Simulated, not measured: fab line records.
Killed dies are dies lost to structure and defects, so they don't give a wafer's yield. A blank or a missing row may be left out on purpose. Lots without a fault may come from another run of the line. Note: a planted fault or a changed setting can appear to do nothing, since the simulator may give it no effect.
Code-filled problem report in 8D (eight disciplines) form | flow sky130 | the parts of the form that need people (team, actions taken, sign-off) are left out

## 1. PROBLEM STATEMENT
Mean METAL2_ALCU_RS at SKY_METAL2_RS_MEAS_05: 0.2525 ohm/sq over 2 wafers in 2 lots; fault-free wafers: 0.1269 ohm/sq, standard deviation 0.0012. That is +99 or more standard deviations from the usual mean.
The step: measures by four-point-probe.
Earliest sighting: wafer L519.5 on film_metro-01 at day 39 09:49. Wafers with a number at this step in the record: 29, from 10 lots. The rule behind "out" and "out of limits": a value lying over 4 standard deviations away from the usual mean. The other wafers with a number count as sound.

## 2. WHAT THIS IS AND IS NOT
question                    | is                | is not
which readings at this step | METAL2_ALCU_RS    | -
which lots                  | L519, L521        | L503, L505, L506, L507, L513, L514, L515, L518
which wafers of those lots  | L519.5, L521.5    | L519.2, L519.4, L521.1
read on which gauges        | film_metro-01     | film_metro-02, film_metro-04
when                        | from day 39 09:49 | up to then (26 sound wafers); but 1 sound wafer of L521 came after

## 3. WHAT RULES OUT EACH SUSPECT
Counting: a tool at a process step up to the reading stays a suspect if it ran every lot that is out. Sound lots after the first of them don't rule it out here, since some wafers of a struck lot are sound.
- the gauge at SKY_METAL2_RS_MEAS_05: ruled out. All the wafers that are out were read on film_metro-01, but those of them that SKY_METAL2_METAL_ETCH_19 has rows for are out there too, on other tools.
- cmp-02 at SKY_VIA1_CMP_02 (polishes SiO2): kept. It ran every lot that is out, first L519 (day 38 06:29); its last sound lot up to then is L515 (day 38 01:31).
- pvd_sputter-02 at SKY_METAL2_SPUTTER_01 (material TiN, target thk 20 nm, time 16.7 s): kept. It ran every lot that is out, first L519 (day 39 09:41); its last sound lot up to then is L515 (day 39 03:35).
- pvd_sputter-02 at SKY_METAL2_SPUTTER_02 (material AlCu, target thk 250 nm, time 13.3 s): kept. It ran every lot that is out, first L519 (day 39 09:42); its last sound lot up to then is L515 (day 39 03:37).
Still standing after the count: cmp-02 at SKY_VIA1_CMP_02, pvd_sputter-02 at SKY_METAL2_SPUTTER_01, pvd_sputter-02 at SKY_METAL2_SPUTTER_02.

## 4. THE CAUSE (what the simulator had put in)
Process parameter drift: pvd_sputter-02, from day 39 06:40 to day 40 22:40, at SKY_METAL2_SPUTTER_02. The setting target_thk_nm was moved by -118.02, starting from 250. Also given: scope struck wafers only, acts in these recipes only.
This tool is one of the 3 suspects left after counting.

## 5. THE EFFECT CHAIN, in route order
One row per reading whose mean, taken over the struck wafers that have a number, lies over 3 standard deviations from the usual. Readings are gone through only where the record gives a usual standard deviation; hours: the median, over the lots, of the time from a lot's start at the first step in this table giving one to that lot's start at this step; sigmas: the change measured in usual standard deviations.
hours | step                     | reading         | usual         | on struck wafers | change  | sigmas
0     | SKY_METAL2_RS_MEAS_05    | METAL2_ALCU_RS  | 0.1269 ohm/sq | 0.2525           | +0.1255 | +99 or more
6     | SKY_METAL2_THK_MEAS_06   | METAL2_ALCU_THK | 250.7 nm      | 129.2            | -121.5  | -45
24    | SKY_METAL2_METAL_ETCH_19 | oes_product_au  | 0.854 a.u.    | 0.725            | -0.129  | -23
The process steps in it:
- SKY_METAL2_METAL_ETCH_19: etches the open film in Cl2/BCl3, stops on SiO2, target depth 360 nm, time 78 s.

## 6. HOW IT WOULD HAVE BEEN CAUGHT EARLIER
3 hours passed between the start of the fault at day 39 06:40 and the first reading out of limits at a measuring or inspecting step in this record, taken at day 39 09:49.
Of the tool readings at SKY_METAL2_SPUTTER_02 for which the record gives a usual standard deviation, none was out on any struck wafer, so an alarm limit of 4 standard deviations on them would not have fired.
Lots out: 2; of these, L521 started SKY_METAL2_SPUTTER_02 on pvd_sputter-02 after day 39 09:49. Holding the tool at that time would have saved it.
